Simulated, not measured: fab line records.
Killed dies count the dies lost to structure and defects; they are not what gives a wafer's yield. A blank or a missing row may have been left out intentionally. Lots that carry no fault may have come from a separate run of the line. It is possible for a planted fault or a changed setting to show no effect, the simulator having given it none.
2 desks looking at one fault + flow sfq line + each desk has only its own numbers; what lay behind them comes last

## FROM THE METROLOGY DESK
What the gauges read, lot by lot, whatever tool the lot ran on: means of the sampled wafers that have a number. Any lot whose mean is over 4 standard deviations away from the usual mean is out of limits and marked OUT; that distance is given in the brackets.
Columns: A = M3_NB_RS at SFQ_M3_RS_MEAS_919, usual 0.891 ohm/sq; B = M3_OVL at SFQ_M3_OVL_MEAS_921, usual -1 nm
| lot  | first seen here | A     | B  |
|------|-----------------|-------|----|
| L453 | day 30 06:58    | 0.896 | -1 |
| L459 | day 32 11:34    | 0.889 | -7 |
| L461 | day 32 19:53    | 0.887 | 6  |
| L470 | day 37 13:52    | 0.900 | 2  |
| L474 | day 39 05:17    | 0.890 | -2 |
| L476 | day 40 00:37    | 0.892 | -6 |
This desk's finding: nothing out of limits on any of the 6 lots.

## THE TOOL OWNER'S DESK: rie metal-01
The tool's own readings at SFQ_TRILAYER_M3_BARC_OPEN_METAL_ETCH_100 (etches BARC in O2, target depth 125 nm, time 41.7 s): means of the sampled wafers that have a number, for each lot that ran on this tool. Any lot whose mean is over 4 standard deviations away from the usual mean is out of limits and marked OUT; that distance is given in the brackets.
Columns: A = drypump motor current A at SFQ_TRILAYER_M3_BARC_OPEN_METAL_ETCH_100, usual 5.8 A; B = oes product au at SFQ_TRILAYER_M3_BARC_OPEN_METAL_ETCH_100, usual 0.685 a.u.
| lot  | first seen here | A   | B     |
|------|-----------------|-----|-------|
| L459 | day 38 19:53    | 5.5 | 0.683 |
| L461 | day 39 03:02    | 5.5 | 0.681 |
| L474 | day 45 21:47    | 5.4 | 0.685 |
This desk's finding: nothing out of limits on any of the 3 lots.

## TAKEN TOGETHER
Metrology desk: nothing out of limits seen.
The desk of the tool owner found nothing out of limits.

## WHAT THE SIMULATOR PUT IN
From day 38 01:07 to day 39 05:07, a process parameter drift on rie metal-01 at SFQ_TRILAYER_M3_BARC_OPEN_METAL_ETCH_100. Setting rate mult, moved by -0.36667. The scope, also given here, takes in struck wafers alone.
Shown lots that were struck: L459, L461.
